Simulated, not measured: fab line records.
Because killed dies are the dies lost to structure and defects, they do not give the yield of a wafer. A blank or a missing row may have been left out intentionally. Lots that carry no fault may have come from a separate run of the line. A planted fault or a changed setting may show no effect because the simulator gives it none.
Matching of chambers | flow sky130 | 3 sister chambers for SKY_VIA3_CMP_02 on cmp-02
The step polishes SiO2. 3 wafers are shown with their chamber, then 6 later ones without.

WAFERS PAIRED WITH THEIR CHAMBERS
wafer  | chamber | motorCurrentA (A)
L888.5 | 0       | 11.2
L891.3 | 1       | 11.8
L891.5 | 3       | 12.7

WAFERS MISSING THEIR CHAMBER
wafer  | motorCurrentA (A)
L891.6 | 10.8
L894.1 | 10.5
L894.5 | 11.0
L894.6 | 12.8
L893.3 | 10.3
L893.5 | 12.3

THE CHAMBER EACH PASSED THROUGH
wafer  | from the rows above          | in truth
L891.6 | can't be placed: 0 or 1      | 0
L894.1 | can't be placed: 0 or 1      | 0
L894.5 | can't be placed: 0 or 1      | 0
L894.6 | can't be placed: 3 or 1      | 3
L893.3 | can't be placed: 0 or 1      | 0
L893.5 | can't be placed: 3 or 1 or 0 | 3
Placed correctly: 0 of 6. Can't be placed from these rows: 6 (the true chamber is among the candidates in 6). Wrongly placed: 0.
How it was worked out, from the rows above alone: a wafer's distance from a chamber is the root of the sum, over the readings, of the square of ((its reading less the chamber's mean) divided by the reading's scatter). The wafer belongs to the nearest chamber; if the next one is less than 2 further off, it can't be placed. A chamber's mean is the mean of its shown wafers. The scatter: with one shown wafer a chamber, the root of the mean of the squares of how far each hidden wafer lies from its nearest shown one.
